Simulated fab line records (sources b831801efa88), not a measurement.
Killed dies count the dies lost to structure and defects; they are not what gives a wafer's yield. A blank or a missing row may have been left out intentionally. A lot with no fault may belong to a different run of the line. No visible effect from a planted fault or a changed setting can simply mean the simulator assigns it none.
What tool caused it?    flow sky130    Sampling: 6 lots, 18 wafers, 3 of 708 route steps

== WHAT THE GAUGES SHOWED, per wafer ==
SKY_CONTACT_OVL_MEAS_15.
lot   measured      on          CONTACT_OVL (nm)
L450  day 32 19:58  overlay-01  3 -2 -1
L453  day 33 09:26  overlay-01  -8 -5 6
L461  day 36 00:38  overlay-02  -1 3 -5
L465  day 37 05:10  overlay-02  3 -2 -1
L468  day 38 00:26  overlay-02  -2 3 -4
L470  day 38 10:43  overlay-01  -7 -1 -2

== EACH LOT AND THE TOOL THAT RAN IT (in order: tool; ch and the chambers of the sampled wafers; start) ==
lot   SKY_RES_PROTECT_COAT_02           SKY_RES_PROTECT_STRIP_07
L450  lithoTrack-02 ch 0, day 15 16:45  plasmaAsher-04 ch 0,1, day 16 06:10
L453  lithoTrack-02 ch 0, day 16 10:01  plasmaAsher-02 ch 0,1, day 17 00:05
L461  lithoTrack-04 ch 0, day 19 07:44  plasmaAsher-03 ch 0,1, day 20 00:09
L465  lithoTrack-04 ch 0, day 20 18:19  plasmaAsher-03 ch 0,1, day 21 10:42
L468  lithoTrack-03 ch 0, day 21 15:37  plasmaAsher-03 ch 0,1, day 22 07:42
L470  lithoTrack-02 ch 0, day 22 09:30  plasmaAsher-04 ch 0,1, day 23 01:00
- SKY_RES_PROTECT_COAT_02: resist thk 1140 nm.
- SKY_RES_PROTECT_STRIP_07: strips in O2/N2.

== THE ANSWER, worked out from the rows above alone ==
Rule: the lots themselves supply what counts as usual. The widest of any qualifying gaps counts: lots, ordered by their means at a reading, are off when they make up no more than a third of the lots, leave a main group of 4 or more, and stand apart from it by 3 or more times the standard deviation of that group's means. A main group is skipped when, at the precision printed for the reading in the tables above, its means are all equal. A lot without any number at a reading at which 4 lots or more have one is off too. The other lots that the step has rows for count as sound.
Across all readings shown, no lot is off: no conclusion can be drawn from this.

== WHAT THE SIMULATOR PUT IN ==
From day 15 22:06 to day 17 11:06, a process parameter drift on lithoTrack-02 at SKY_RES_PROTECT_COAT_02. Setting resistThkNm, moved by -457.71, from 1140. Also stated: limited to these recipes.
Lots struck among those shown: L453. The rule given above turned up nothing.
